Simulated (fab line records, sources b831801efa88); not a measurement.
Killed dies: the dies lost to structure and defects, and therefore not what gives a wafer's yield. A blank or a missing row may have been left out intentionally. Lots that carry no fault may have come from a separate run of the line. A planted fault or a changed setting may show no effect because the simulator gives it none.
Chamber matching + flow gf180mcu + GF_V2_ETCH_16 on rie_diel-01: 4 sister chambers
The step etches BARC in N2/H2. 14 wafers are shown with their chamber, then 7 later ones without.

## WAFERS WITH THEIR CHAMBER
| wafer  | chamber | drypump_motor_current_A (A) | oes_product_au (a.u.) | throttle_valve_pct (%) |
|--------|---------|-----------------------------|-----------------------|------------------------|
| L076.2 | 3       | 5.6                         | 0.856                 | 13.227                 |
| L076.3 | 0       | 6.7                         | 0.857                 | 13.238                 |
| L076.4 | 3       | 5.6                         | 0.853                 | 13.222                 |
| L083.1 | 3       | 5.6                         | 0.857                 | 13.229                 |
| L083.5 | 3       | 5.6                         | 0.858                 | 13.250                 |
| L083.6 | 0       | 6.7                         | 0.853                 | 13.218                 |
| L086.4 | 2       | 6.5                         | 0.857                 | 13.228                 |
| L086.5 | 0       | 6.7                         | 0.855                 | 13.247                 |
| L086.6 | 3       | 5.7                         | 0.857                 | 13.217                 |
| L088.1 | 0       | 6.7                         | 0.855                 | 13.226                 |
| L088.5 | 3       | 5.6                         | 0.850                 | 13.210                 |
| L088.6 | 0       | 6.7                         | 0.854                 | 13.224                 |
| L089.1 | 3       | 5.6                         | 0.855                 | 13.238                 |
| L089.4 | 1       | 4.9                         | 0.856                 | 13.232                 |

SIGNATURES (means of the wafers above)
| reading                 | chamber 0 | chamber 1 | chamber 2 | chamber 3 | scatter within a chamber |
|-------------------------|-----------|-----------|-----------|-----------|--------------------------|
| drypump_motor_current_A | 6.700     | 4.900     | 6.500     | 5.614     | 0.0293                   |
| oes_product_au          | 0.85480   | 0.85600   | 0.85700   | 0.85514   | 0.00236                  |
| throttle_valve_pct      | 13.23060  | 13.23200  | 13.22800  | 13.22757  | 0.0127                   |
Rule: a wafer lies at a distance from a chamber equal to the root of the sum of squares, over the readings, of (its reading less the chamber's mean, divided by the reading's scatter). If the next closest chamber is less than 2 further off than the closest, the wafer can't be placed; otherwise it belongs to the closest. How the scatter is found: for the shown wafers, subtract from each reading the mean of its chamber, square and add these, divide the total by (wafers less chambers), then take the root.

## WAFERS WHOSE CHAMBER IS MISSING
| wafer  | drypump_motor_current_A (A) | oes_product_au (a.u.) | throttle_valve_pct (%) |
|--------|-----------------------------|-----------------------|------------------------|
| L089.5 | 4.9                         | 0.857                 | 13.225                 |
| L090.1 | 4.9                         | 0.865                 | 13.228                 |
| L090.2 | 6.7                         | 0.867                 | 13.239                 |
| L090.4 | 5.6                         | 0.856                 | 13.235                 |
| L096.3 | 6.5                         | 0.844                 | 13.245                 |
| L096.4 | 6.6                         | 0.855                 | 13.237                 |
| L096.5 | 4.9                         | 0.855                 | 13.234                 |

## WHICH CHAMBER EACH ONE RAN IN
| wafer  | from the rows above     | in truth |
|--------|-------------------------|----------|
| L089.5 | 1                       | 1        |
| L090.1 | 1                       | 1        |
| L090.2 | 0                       | 0        |
| L090.4 | 3                       | 3        |
| L096.3 | 2                       | 2        |
| L096.4 | can't be placed: 0 or 2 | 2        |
| L096.5 | 1                       | 1        |
6 of 7 placed correctly. Not placeable from these rows: 1 (in 1, the candidates include the true chamber). Number placed wrongly: 0.
